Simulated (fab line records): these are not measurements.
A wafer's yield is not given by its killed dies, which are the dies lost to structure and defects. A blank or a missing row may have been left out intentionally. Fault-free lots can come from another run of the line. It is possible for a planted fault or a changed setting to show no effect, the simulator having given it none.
What tool caused it?    flow sky130    10 lots, 30 wafers sampled, at 5 steps of a route of 708

WHAT EACH GAUGE READ, for each wafer
SKY_VIA1_OVL_MEAS_13. Usual: VIA1_OVL typically reads 2 nm, with standard deviation 5.8.
lot   measured      on          VIA1_OVL (nm)  flag
L426  day 35 16:11  overlay-02  4 1 -4         
L427  day 36 00:38  overlay-01  16 9 -3        
L429  day 36 20:20  overlay-02  16 -10 -4      
L430  day 37 04:48  overlay-01  -3 4 4         
L433  day 37 16:32  overlay-01  9 12 10        
L441  day 40 05:41  overlay-02  -1 1 0         
L443  day 40 15:43  overlay-02  10 0 7         
L444  day 40 20:53  overlay-01  8 -1 6         
L445  day 41 04:50  overlay-02  -9 7 -3        
L446  day 41 09:51  overlay-01  0 -1 -5        

SKY_VIA4_RS_MEAS_19: the measuring method here is four-point-probe. Usual: VIA4_W_RS typically reads 0.2274 ohm/sq, with standard deviation 0.0022.
lot   measured      on             VIA4_W_RS (ohm/sq)    flag
L426  day 44 09:49  film-metro-01  0.2285 0.2255 0.2266  
L427  day 44 17:13  film-metro-04  0.2297 0.2253 0.2277  
L429  day 45 09:22  film-metro-04  0.2248 0.2244 0.2233  
L430  day 45 16:20  film-metro-03  0.2273 0.2246 0.2247  
L433  day 46 02:37  film-metro-03  0.2258 0.2292 0.2231  
L441  day 48 04:32  film-metro-03  0.2242 0.3113 0.2250  OFF
L443  day 48 10:01  film-metro-01  0.3089 0.2243 0.2274  OFF
L444  day 48 16:38  film-metro-04  0.2297 0.2262 0.2288  
L445  day 49 00:04  film-metro-01  0.2299 0.2298 0.2318  
L446  day 49 02:23  film-metro-01  0.2268 0.2278 0.2278  

SKY_VIA4_THK_MEAS_20: measures by xrf. Usual: VIA4_W_THK typically reads 500 nm, with standard deviation 6.
lot   measured      on             VIA4_W_THK (nm)  flag
L426  day 44 09:56  film-metro-01  497 503 503      
L427  day 44 17:19  film-metro-04  500 508 505      
L429  day 45 09:29  film-metro-04  507 508 509      
L430  day 45 16:28  film-metro-03  500 507 507      
L433  day 46 02:44  film-metro-03  501 495 507      
L441  day 48 04:37  film-metro-03  509 368 509      OFF
L443  day 48 10:07  film-metro-01  367 505 496      OFF
L444  day 48 16:44  film-metro-04  502 512 501      
L445  day 49 00:10  film-metro-01  490 486 485      
L446  day 49 02:31  film-metro-01  496 493 492      

WHAT TOOL EACH LOT RAN ON (gives the tool, then ch and the chambers of the sampled wafers, and finally the start)
lot   SKY_METAL2_DESCUM_17               SKY_VIA4_CVD_18
L426  rie-metal-01 ch 0,1, day 36 20:32  cvd-w-01 ch 0,1, day 44 09:40
L427  rie-metal-03 ch 0,1, day 37 04:25  cvd-w-01 ch 0,1, day 44 17:04
L429  rie-metal-03 ch 0,1, day 37 23:55  cvd-w-01 ch 0,1, day 45 09:13
L430  rie-metal-01 ch 0,1, day 38 08:19  cvd-w-01 ch 0,1, day 45 16:11
L433  rie-metal-03 ch 0, day 38 19:34    cvd-w-01 ch 0,1, day 46 02:28
L441  rie-metal-03 ch 0, day 41 08:00    cvd-w-01 ch 0,1, day 48 04:22
L443  rie-metal-03 ch 0, day 41 17:56    cvd-w-01 ch 0,1, day 48 09:52
L444  rie-metal-04 ch 0,1, day 41 23:08  cvd-w-02 ch 0,1, day 48 16:27
L445  rie-metal-03 ch 0,1, day 42 06:56  cvd-w-02 ch 0,1, day 48 23:53
L446  rie-metal-01 ch 0,1, day 42 11:37  cvd-w-02 ch 0,1, day 49 02:14
- SKY_METAL2_DESCUM_17: chemistry O2, time 8 s.
- SKY_VIA4_CVD_18: deposits W, target thk 505 nm, time 152.14 s.

AS READ BY THE TOOLS THEMSELVES (means over the sampled wafers that have a number; for cases with no such wafer, the mark the record gives instead)
SKY_METAL2_DESCUM_17. Usual: drypump-motor-current-A 5.9 A, standard deviation 0.43; he-backside-leak-sccm 3.3 sccm, standard deviation 0.3; oes-product-au 0.999 a.u., standard deviation 0.008.
lot   tool          drypump-motor-current-A (A)  he-backside-leak-sccm (sccm)  oes-product-au (a.u.)  flag
L426  rie-metal-01  6.3                          3.4                           1.002                  
L427  rie-metal-03  6.0                          3.2                           0.997                  
L429  rie-metal-03  6.1                          3.2                           0.998                  
L430  rie-metal-01  6.0                          3.5                           1.007                  
L433  rie-metal-03  6.0                          3.1                           0.999                  
L441  rie-metal-03  6.0                          3.1                           0.996                  
L443  rie-metal-03  6.0                          3.1                           1.007                  
L444  rie-metal-04  5.7                          3.4                           1.001                  
L445  rie-metal-03  6.1                          3.2                           0.994                  
L446  rie-metal-01  6.2                          3.3                           1.001                  

SKY_VIA4_CVD_18. Usual: heater-power-w 867 W, standard deviation 60; susceptor-temp-C 399.99 C, standard deviation 0.2.
lot   tool      heater-power-w (W)  susceptor-temp-C (C)  flag
L426  cvd-w-01  923                 400.00                
L427  cvd-w-01  898                 400.22                
L429  cvd-w-01  907                 399.97                
L430  cvd-w-01  912                 400.05                
L433  cvd-w-01  905                 399.85                
L441  cvd-w-01  892                 394.60                OFF
L443  cvd-w-01  874                 394.59                OFF
L444  cvd-w-02  856                 399.94                
L445  cvd-w-02  820                 400.19                
L446  cvd-w-02  863                 400.14                

THE ANSWER, worked out from the rows above alone
Rule: take the mean of a lot's wafers that have a number; if it is more than 3 standard deviations from the usual mean, the lot is off. Also off: a lot with no number at a reading for which 4 or more lots have one. Any other lot the step has rows for is counted as sound. First the gauges in route order, then the tools' own readings, where a lot's mean is used as printed above. At the first step where some lot is off, the reading lying furthest off is the one used; lots without a number count as furthest.
Off: L441, L443, seen at SKY_VIA4_RS_MEAS_19 (VIA4_W_RS).
If a tool, at a process step before that reading, ran all the lots that are off and no sound lot after the first of them, it fits. The gauges at SKY_VIA4_RS_MEAS_19 aren't tried: what is off there is off at SKY_VIA4_CVD_18 too, on other tools, and a gauge's error can't cause that. One fits: cvd-w-01 at SKY_VIA4_CVD_18. A fault onset in the window from L433 (day 46 02:28, its last sound lot) to L441 (day 48 04:22, its first lot off) fits.
On the lots that are off, the tool's own readings at SKY_VIA4_CVD_18 differ by more than 5 times the standard deviation of the sound lots' means, which bears it out; susceptor-temp-C reads 394.60 C there versus 400.05 C on the sound lots.

WHAT THE SIMULATOR PUT IN
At SKY_VIA4_CVD_18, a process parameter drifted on cvd-w-01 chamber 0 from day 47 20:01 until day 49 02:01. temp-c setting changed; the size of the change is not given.
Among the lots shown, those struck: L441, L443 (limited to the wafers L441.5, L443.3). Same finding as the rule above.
